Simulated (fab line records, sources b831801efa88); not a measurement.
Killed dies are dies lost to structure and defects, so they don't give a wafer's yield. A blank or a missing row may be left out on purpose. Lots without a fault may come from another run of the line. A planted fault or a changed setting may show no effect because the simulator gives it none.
Which tool did it? | flow gf180mcu | 15 lots, 45 wafers sampled, at 4 steps of a route of 602

WHAT THE GAUGES READ, wafer by wafer
GF_V1_THK_MEAS_01.
lot  | measured     | on            | V1_CVD_00_THK (nm)
L574 | day 17 09:51 | film_metro-01 | 598 605 601
L576 | day 18 07:45 | film_metro-01 | 602 597 607
L579 | day 19 14:11 | film_metro-03 | 594 602 599
L580 | day 19 17:53 | film_metro-01 | 608 617 615
L581 | day 20 07:17 | film_metro-03 | 599 592 601
L582 | day 20 10:33 | film_metro-02 | 607 601 610
L583 | day 20 23:28 | film_metro-02 | 603 605 597
L584 | day 21 03:26 | film_metro-03 | 605 600 600
L585 | day 22 01:20 | film_metro-03 | 605 601 601
L586 | day 22 02:25 | film_metro-01 | 592 602 600
L587 | day 22 08:46 | film_metro-02 | 602 602 597
L588 | day 23 00:53 | film_metro-01 | 607 610 597
L589 | day 23 02:43 | film_metro-02 | 596 603 608
L590 | day 23 10:01 | film_metro-02 | 606 604 609
L592 | day 24 08:26 | film_metro-02 | 601 609 603

GF_V3_RS_MEAS_24: measures by four-point-probe.
lot  | measured     | on            | V3_W_RS (ohm/sq)
L574 | day 22 16:40 | film_metro-03 | 0.327 0.315 0.323
L576 | day 23 16:08 | film_metro-01 | 0.330 0.328 0.329
L579 | day 24 16:53 | film_metro-01 | 0.331 0.327 0.332
L580 | day 24 20:56 | film_metro-01 | 0.325 0.318 0.315
L581 | day 25 09:39 | film_metro-03 | 0.331 0.334 0.332
L582 | day 25 10:54 | film_metro-01 | 0.331 0.327 0.327
L583 | day 26 00:14 | film_metro-03 | 0.321 0.329 0.315
L584 | day 26 02:36 | film_metro-03 | 0.340 0.333 0.331
L585 | day 26 21:49 | film_metro-02 | 0.325 0.326 0.332
L586 | day 26 23:24 | film_metro-01 | 0.316 0.321 0.328
L587 | day 27 04:10 | film_metro-03 | 0.327 0.325 0.330
L588 | day 27 18:20 | film_metro-01 | 0.319 0.320 0.319
L589 | day 27 20:58 | film_metro-01 | 0.327 0.323 0.328
L590 | day 28 03:28 | film_metro-03 | 0.328 0.328 0.323
L592 | day 28 22:27 | film_metro-01 | 0.329 0.334 0.334

WHICH TOOL RAN EACH LOT (tool, then ch and the chambers of the sampled wafers, then the start)
lot  | GF_MVSD_DEVELOP_06               | GF_M3_STRIP_17
L574 | litho_track-02 ch 0, day 4 17:00 | plasma_asher-04 ch 0,1, day 21 15:54
L576 | litho_track-01 ch 0, day 5 03:00 | plasma_asher-04 ch 0,1, day 22 14:20
L579 | litho_track-03 ch 0, day 5 23:00 | plasma_asher-03 ch 1, day 23 16:26
L580 | litho_track-03 ch 0, day 6 03:00 | plasma_asher-04 ch 0,1, day 23 21:11
L581 | litho_track-03 ch 0, day 6 10:00 | plasma_asher-03 ch 1, day 24 09:03
L582 | litho_track-03 ch 0, day 6 16:00 | plasma_asher-03 ch 0,1, day 24 11:43
L583 | litho_track-02 ch 0, day 6 21:00 | plasma_asher-03 ch 0,1, day 25 01:11
L584 | litho_track-03 ch 0, day 7 01:00 | plasma_asher-04 ch 0,1, day 25 03:10
L585 | litho_track-02 ch 0, day 7 12:00 | plasma_asher-01 ch 0,1, day 25 23:36
L586 | litho_track-03 ch 0, day 7 13:00 | plasma_asher-03 ch 0,1, day 26 00:52
L587 | litho_track-02, day 7 19:00      | plasma_asher-01 ch 0,1, day 26 05:39
L588 | litho_track-02, day 8 03:00      | plasma_asher-04 ch 0,1, day 26 20:38
L589 | litho_track-01, day 8 05:00      | plasma_asher-04 ch 1, day 26 22:20
L590 | litho_track-01 ch 0, day 8 12:00 | plasma_asher-03 ch 0,1, day 27 05:17
L592 | litho_track-03 ch 0, day 9 00:00 | plasma_asher-04 ch 0,1, day 28 01:46
- GF_MVSD_DEVELOP_06: develop time 60 s.
- GF_M3_STRIP_17: strips in O2/N2.

WHAT THE TOOLS THEMSELVES READ (means of the sampled wafers that have a number; where no wafer has one, the mark that the record gives instead)
GF_MVSD_DEVELOP_06.
lot  | tool           | chill_plate_temp_C (C)
L574 | litho_track-02 | 23.00
L576 | litho_track-01 | 23.17
L579 | litho_track-03 | 22.95
L580 | litho_track-03 | 23.12
L581 | litho_track-03 | 23.03
L582 | litho_track-03 | 23.05
L583 | litho_track-02 | 23.21
L584 | litho_track-03 | 23.06
L585 | litho_track-02 | 23.06
L586 | litho_track-03 | 22.96
L587 | litho_track-02 | -
L588 | litho_track-02 | -
L589 | litho_track-01 | -
L590 | litho_track-01 | 22.82
L592 | litho_track-03 | 22.96

GF_M3_STRIP_17.
lot  | tool            | drypump_motor_current_A (A) | heater_power_w (W) | n2_flow_sccm (sccm) | oes_product_au (a.u.) | strip_time_to_endpoint_s (s)
L574 | plasma_asher-04 | 5.3                         | 303                | 300.7               | 0.546                 | 7.40
L576 | plasma_asher-04 | 5.3                         | 298                | 300.0               | 0.534                 | 7.34
L579 | plasma_asher-03 | 6.7                         | 363                | 299.7               | 0.538                 | 7.36
L580 | plasma_asher-04 | 5.3                         | 302                | 299.8               | 0.539                 | 7.40
L581 | plasma_asher-03 | 6.7                         | 363                | 299.8               | 0.538                 | 7.40
L582 | plasma_asher-03 | 5.8                         | 327                | 300.3               | 0.534                 | 7.36
L583 | plasma_asher-03 | 5.9                         | 326                | 298.6               | 0.540                 | 7.37
L584 | plasma_asher-04 | 5.2                         | 293                | 299.8               | 0.542                 | 7.39
L585 | plasma_asher-01 | 5.6                         | 322                | 299.4               | 0.537                 | 7.40
L586 | plasma_asher-03 | 6.3                         | 347                | 300.6               | 0.544                 | 7.40
L587 | plasma_asher-01 | 5.6                         | 331                | 300.4               | 0.542                 | 7.45
L588 | plasma_asher-04 | 5.3                         | 297                | 299.4               | 0.536                 | 7.42
L589 | plasma_asher-04 | 5.1                         | 287                | 300.8               | 0.537                 | 7.42
L590 | plasma_asher-03 | 5.9                         | 324                | 300.7               | 0.536                 | 7.37
L592 | plasma_asher-04 | 5.3                         | 299                | 299.4               | 0.537                 | 7.36

THE ANSWER, worked out from the rows above alone
Rule: what is usual is taken from the lots themselves. Put in order of their means at a reading, lots are off if they are a third of the lots or fewer, leave a main group of 4 or more, and stand apart from it by a gap of 3 or more times the standard deviation of the main group's means; of several such gaps the widest counts. A main group whose means are all the same, to the digits that the tables above print for the reading, isn't used. A lot without any number at a reading at which 4 lots or more have one is off too. The other lots that the step has rows for count as sound. The gauges are gone through in route order, then the tools' own readings, and for those a lot's mean is taken as printed above. The first step at which some lot is off is used, and at that step the reading that is off furthest; a lot without a number counts as furthest.
Off: L587, L588, L589, at GF_MVSD_DEVELOP_06 (chill_plate_temp_C). Without a number there: L587, L588, L589. The main group: mean 23.03 C, standard deviation 0.1.
A tool fits if, at that step or a process step before it, it ran every lot that is off, and no sound lot after the first of them. None of those tried fits.

WHAT THE SIMULATOR HAD PUT IN
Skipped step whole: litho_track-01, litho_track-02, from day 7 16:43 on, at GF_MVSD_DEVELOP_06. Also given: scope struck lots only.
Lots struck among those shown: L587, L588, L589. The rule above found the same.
